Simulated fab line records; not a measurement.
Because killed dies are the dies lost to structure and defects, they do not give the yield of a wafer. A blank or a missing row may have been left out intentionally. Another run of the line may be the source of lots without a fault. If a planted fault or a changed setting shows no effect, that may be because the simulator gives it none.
Commonality check across tools || flow sky130 || Sample size 13 lots and 39 wafers

## WHAT PROMPTED THE OPENING
At SKY_VT_ADJUST_NCORE_TW_MEAS_11 the reading VT_ADJUST_NCORE_TW is flagged on 1 of 13 lots. No-fault wafers: 220.0, standard deviation 1.5.
Rule: a lot is flagged when every wafer of it that has a number lies more than 4 standard deviations from that mean, or none has a number. All remaining lots are regarded as sound.

{"lot": "L263", "measured": "day 8 17:02", "on": "filmMetro-02", "VT_ADJUST_NCORE_TW, wafer by wafer": "220.4 220.3 221.6", "flag": ""}
{"lot": "L264", "measured": "day 8 22:28", "on": "filmMetro-04", "VT_ADJUST_NCORE_TW, wafer by wafer": "216.6 217.6 217.5", "flag": ""}
{"lot": "L266", "measured": "day 9 15:22", "on": "filmMetro-01", "VT_ADJUST_NCORE_TW, wafer by wafer": "220.0 221.6 222.1", "flag": ""}
{"lot": "L267", "measured": "day 9 23:26", "on": "filmMetro-04", "VT_ADJUST_NCORE_TW, wafer by wafer": "29.9 29.7 29.8", "flag": "FLAGGED"}
{"lot": "L273", "measured": "day 11 19:29", "on": "filmMetro-02", "VT_ADJUST_NCORE_TW, wafer by wafer": "219.9 220.7 220.7", "flag": ""}
{"lot": "L275", "measured": "day 12 03:46", "on": "filmMetro-01", "VT_ADJUST_NCORE_TW, wafer by wafer": "221.9 219.1 220.5", "flag": ""}
{"lot": "L278", "measured": "day 12 23:04", "on": "filmMetro-04", "VT_ADJUST_NCORE_TW, wafer by wafer": "220.4 219.2 219.1", "flag": ""}
{"lot": "L280", "measured": "day 13 15:11", "on": "filmMetro-02", "VT_ADJUST_NCORE_TW, wafer by wafer": "220.2 221.8 220.6", "flag": ""}
{"lot": "L281", "measured": "day 13 23:05", "on": "filmMetro-04", "VT_ADJUST_NCORE_TW, wafer by wafer": "220.6 219.9 221.4", "flag": ""}
{"lot": "L283", "measured": "day 14 08:19", "on": "filmMetro-01", "VT_ADJUST_NCORE_TW, wafer by wafer": "222.1 222.2 221.5", "flag": ""}
{"lot": "L284", "measured": "day 14 15:34", "on": "filmMetro-01", "VT_ADJUST_NCORE_TW, wafer by wafer": "223.0 222.1 222.8", "flag": ""}
{"lot": "L285", "measured": "day 15 05:55", "on": "filmMetro-04", "VT_ADJUST_NCORE_TW, wafer by wafer": "221.1 220.2 220.5", "flag": ""}
{"lot": "L286", "measured": "day 15 11:18", "on": "filmMetro-04", "VT_ADJUST_NCORE_TW, wafer by wafer": "220.7 220.5 220.7", "flag": ""}
Flagged lots average 29.8: -190.2 relative to the usual, that is -99 or more standard deviations.

## TOOL THAT RAN EACH LOT
The record holds 2 process steps before the reading, out of a route of 708 steps. Each cell gives the tool, then ch followed by the chambers the sampled wafers passed through, then the start.
{"lot": "L263", "flag": "", "SKY_PWDE_STRIP_09": "plasmaAsher-03 ch 0,1, day 3 23:20", "SKY_VT_ADJUST_NCORE_EXPOSE_04": "ilineStepper-02 ch 0, day 8 06:16"}
{"lot": "L264", "flag": "", "SKY_PWDE_STRIP_09": "plasmaAsher-04 ch 0,1, day 4 00:44", "SKY_VT_ADJUST_NCORE_EXPOSE_04": "ilineStepper-02 ch 0, day 8 11:37"}
{"lot": "L266", "flag": "", "SKY_PWDE_STRIP_09": "plasmaAsher-04 ch 0,1, day 4 15:32", "SKY_VT_ADJUST_NCORE_EXPOSE_04": "ilineStepper-02 ch 0, day 9 04:40"}
{"lot": "L267", "flag": "FLAGGED", "SKY_PWDE_STRIP_09": "plasmaAsher-03 ch 0,1, day 4 21:59", "SKY_VT_ADJUST_NCORE_EXPOSE_04": "ilineStepper-02 ch 0, day 9 13:02"}
{"lot": "L273", "flag": "", "SKY_PWDE_STRIP_09": "plasmaAsher-03 ch 0,1, day 6 10:28", "SKY_VT_ADJUST_NCORE_EXPOSE_04": "ilineStepper-01 ch 0, day 11 08:14"}
{"lot": "L275", "flag": "", "SKY_PWDE_STRIP_09": "plasmaAsher-04 ch 0,1, day 6 15:38", "SKY_VT_ADJUST_NCORE_EXPOSE_04": "ilineStepper-02 ch 0, day 11 15:00"}
{"lot": "L278", "flag": "", "SKY_PWDE_STRIP_09": "plasmaAsher-02 ch 0,1, day 7 08:02", "SKY_VT_ADJUST_NCORE_EXPOSE_04": "ilineStepper-02 ch 0, day 12 10:19"}
{"lot": "L280", "flag": "", "SKY_PWDE_STRIP_09": "plasmaAsher-04 ch 0,1, day 7 23:28", "SKY_VT_ADJUST_NCORE_EXPOSE_04": "ilineStepper-02 ch 0, day 13 03:14"}
{"lot": "L281", "flag": "", "SKY_PWDE_STRIP_09": "plasmaAsher-03 ch 0,1, day 8 05:32", "SKY_VT_ADJUST_NCORE_EXPOSE_04": "ilineStepper-02 ch 0, day 13 10:46"}
{"lot": "L283", "flag": "", "SKY_PWDE_STRIP_09": "plasmaAsher-04 ch 0,1, day 8 12:15", "SKY_VT_ADJUST_NCORE_EXPOSE_04": "ilineStepper-02 ch 0, day 13 19:11"}
{"lot": "L284", "flag": "", "SKY_PWDE_STRIP_09": "plasmaAsher-04 ch 0,1, day 8 18:07", "SKY_VT_ADJUST_NCORE_EXPOSE_04": "ilineStepper-02 ch 0, day 14 02:44"}
{"lot": "L285", "flag": "", "SKY_PWDE_STRIP_09": "plasmaAsher-04 ch 0,1, day 9 04:14", "SKY_VT_ADJUST_NCORE_EXPOSE_04": "ilineStepper-02 ch 0, day 14 16:23"}
{"lot": "L286", "flag": "", "SKY_PWDE_STRIP_09": "plasmaAsher-04 ch 0,1, day 9 09:11", "SKY_VT_ADJUST_NCORE_EXPOSE_04": "ilineStepper-02 ch 0, day 14 21:29"}
What the steps here do:
- SKY_PWDE_STRIP_09: strips in O2/N2.
- SKY_VT_ADJUST_NCORE_EXPOSE_04: exposes mask LVTN COMPLEMENT THIN, target cd 380 nm.
- SKY_VT_ADJUST_NCORE_TW_MEAS_11

## FLAGGED AGAINST TOTAL, ONE TOOL AT A TIME (gauges that did the reading follow at the end)
{"step": "SKY_PWDE_STRIP_09", "tool": "plasmaAsher-02", "lots run": 1, "flagged": 0, "share of the flagged lots": "none", "sound lots run after its first flagged lot": "-"}
{"step": "SKY_PWDE_STRIP_09", "tool": "plasmaAsher-03", "lots run": 4, "flagged": 1, "share of the flagged lots": "all", "sound lots run after its first flagged lot": "2 (L273,L281)"}
{"step": "SKY_PWDE_STRIP_09", "tool": "plasmaAsher-04", "lots run": 8, "flagged": 0, "share of the flagged lots": "none", "sound lots run after its first flagged lot": "-"}
{"step": "SKY_VT_ADJUST_NCORE_EXPOSE_04", "tool": "ilineStepper-01", "lots run": 1, "flagged": 0, "share of the flagged lots": "none", "sound lots run after its first flagged lot": "-"}
{"step": "SKY_VT_ADJUST_NCORE_EXPOSE_04", "tool": "ilineStepper-02", "lots run": 12, "flagged": 1, "share of the flagged lots": "all", "sound lots run after its first flagged lot": "8 (L275,L278,L280,L281,L283,L284,L285,L286)"}
{"step": "SKY_VT_ADJUST_NCORE_TW_MEAS_11", "tool": "filmMetro-01", "lots run": 4, "flagged": 0, "share of the flagged lots": "none", "sound lots run after its first flagged lot": "-"}
{"step": "SKY_VT_ADJUST_NCORE_TW_MEAS_11", "tool": "filmMetro-02", "lots run": 3, "flagged": 0, "share of the flagged lots": "none", "sound lots run after its first flagged lot": "-"}
{"step": "SKY_VT_ADJUST_NCORE_TW_MEAS_11", "tool": "filmMetro-04", "lots run": 6, "flagged": 1, "share of the flagged lots": "all", "sound lots run after its first flagged lot": "4 (L278,L281,L285,L286)"}

## WHAT THE TABLE ALLOWS
All flagged lots were run by 3 table rows, namely plasmaAsher-03 at SKY_PWDE_STRIP_09, ilineStepper-02 at SKY_VT_ADJUST_NCORE_EXPOSE_04, filmMetro-04 at SKY_VT_ADJUST_NCORE_TW_MEAS_11.
- plasmaAsher-03 at SKY_PWDE_STRIP_09 ran 4 lots, 1 of them flagged. Sound lots followed the first flagged one (L273, L281) on it, something a lasting fault affecting the whole tool could not allow.
- ilineStepper-02 at SKY_VT_ADJUST_NCORE_EXPOSE_04 ran 12 lots, 1 of them flagged. Sound lots followed the first flagged one (L275, L278, L280, L281, L283, L284, L285, L286) on it, something a lasting fault affecting the whole tool could not allow.
- filmMetro-04 at SKY_VT_ADJUST_NCORE_TW_MEAS_11 ran 6 lots, 1 of them flagged. Sound lots followed the first flagged one (L278, L281, L285, L286) on it, something a lasting fault affecting the whole tool could not allow.
None of the table's rows ran every flagged lot and, after the first, no sound lot.

## WHAT THE SIMULATOR HAD PUT IN
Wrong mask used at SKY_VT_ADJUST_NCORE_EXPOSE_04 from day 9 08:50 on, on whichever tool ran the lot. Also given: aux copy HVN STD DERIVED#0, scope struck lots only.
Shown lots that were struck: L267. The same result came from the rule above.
